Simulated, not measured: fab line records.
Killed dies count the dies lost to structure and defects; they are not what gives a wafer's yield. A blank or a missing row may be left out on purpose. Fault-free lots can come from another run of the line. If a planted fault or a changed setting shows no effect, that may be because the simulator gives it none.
A lot that was struck, set against a sound lot | flow gf180mcu | 14 steps out of a route of 602
Sound: the wafers L744.1, L744.3, L744.5. Wafers L742.2, L742.3, L742.4 were the ones struck. Last of all comes the cause.
For every step that has rows: the tool of each side, followed by ch and its chambers, followed by its first start. Under that, the readings that differ: sound wafers | struck wafers | difference of the means | sigmas: that difference in standard deviations of wafers without a fault.
alike: words and numbers the same on both sides, and readings whose means are apart by under 2 such deviations; not compared: readings that were withheld, readings missing a value for some wafer, numbers with overlapping values and no deviation given by the record, and bounds like >300 which may hide the same value.
Wherever a step has rows on one side only, a row that says differs or no value, or a row with sigmas, the two part there. Numbers that have no deviation but don't overlap get no sigmas and don't part them. A reading that every wafer of one side lacks parts them only if that side has two wafers or more.

GF_V5_CMP_26: polishes, stops on SiO2, t overpolish 15 s, target thk 0 nm.
  sound on cmp-02 ch 1,2,3, day 32 22:55; struck on cmp-02 ch 0,1,2, day 32 05:40
  alike: motor-current-A, overpolish-run-s, retaining-ring-pressure-frac, time-to-endpoint-s
GF_TOP_METAL_SPUTTER_00: material Ti, target thk 37.5 nm, time 150 s.
  sound on pvd-sputter-01, day 32 23:07; struck on pvd-sputter-03, day 32 05:58
  alike: cathode-dc-power-W, throttle-valve-pct
GF_TOP_METAL_SPUTTER_01: material TiN, target thk 30 nm, time 25 s.
  sound on pvd-sputter-01, day 32 23:13; struck on pvd-sputter-03, day 32 06:04
  alike: cathode-dc-power-W, throttle-valve-pct
then, 1 step without rows for these wafers: GF_TOP_METAL_SPUTTER_02 (material AlCu, target thk 900 nm, time 47.82 s).
GF_TOP_METAL_SPUTTER_03: material Ti, target thk 5 nm, time 3.3 s.
  sound on pvd-sputter-01, day 32 23:17; struck on pvd-sputter-03, day 32 06:08
  alike: cathode-dc-power-W, throttle-valve-pct
GF_TOP_METAL_SPUTTER_04: material TiN, target thk 25 nm, time 20.8 s.
  sound on pvd-sputter-01, day 32 23:19; struck on pvd-sputter-03, day 32 06:10
  alike: cathode-dc-power-W, throttle-valve-pct
GF_TOP_METAL_RS_MEAS_05: the measuring method here is four-point-probe.
  sound on film-metro-03, day 32 23:20; struck on film-metro-04, day 32 06:13
  reading                    | sound                | struck               | difference | sigmas
  TOP_METAL_ALCU_RS (ohm/sq) | 0.0336 0.0333 0.0334 | 0.0325 0.0324 0.0324 | -0.0010    | -2
GF_TOP_METAL_THK_MEAS_06: measures by xrf.
  sound on film-metro-03, day 32 23:28; struck on film-metro-04, day 32 06:19
  reading                 | sound       | struck      | difference | sigmas
  TOP_METAL_ALCU_THK (nm) | 874 876 878 | 902 903 906 | +28        | +2
then, 4 steps without rows for these wafers: GF_TOP_METAL_DEHYDRATE_07 (time 60 s); GF_TOP_METAL_HMDS_08 (prime time 60 s); GF_TOP_METAL_COAT_09 (resist thk 1500 nm); GF_TOP_METAL_SOFTBAKE_10 (time 60 s).
GF_TOP_METAL_EXPOSE_11: exposes mask MetalTop, target cd 440 nm.
  sound on iline-stepper-01 ch 0, day 33 07:10; struck on iline-stepper-02, day 32 13:58
  no value came back on the struck wafers for exposure-dose-mJ-cm2, focus-offset-nm (nm); on the sound wafers exposure-dose-mJ-cm2 reads 169.86 169.95 169.94
  alike: mask
then, 1 step without rows for these wafers: GF_TOP_METAL_PEB_12.

WHERE THEY PART
First at GF_TOP_METAL_RS_MEAS_05; last, within this record, at GF_TOP_METAL_EXPOSE_11.

WHY: the cause the simulator had injected
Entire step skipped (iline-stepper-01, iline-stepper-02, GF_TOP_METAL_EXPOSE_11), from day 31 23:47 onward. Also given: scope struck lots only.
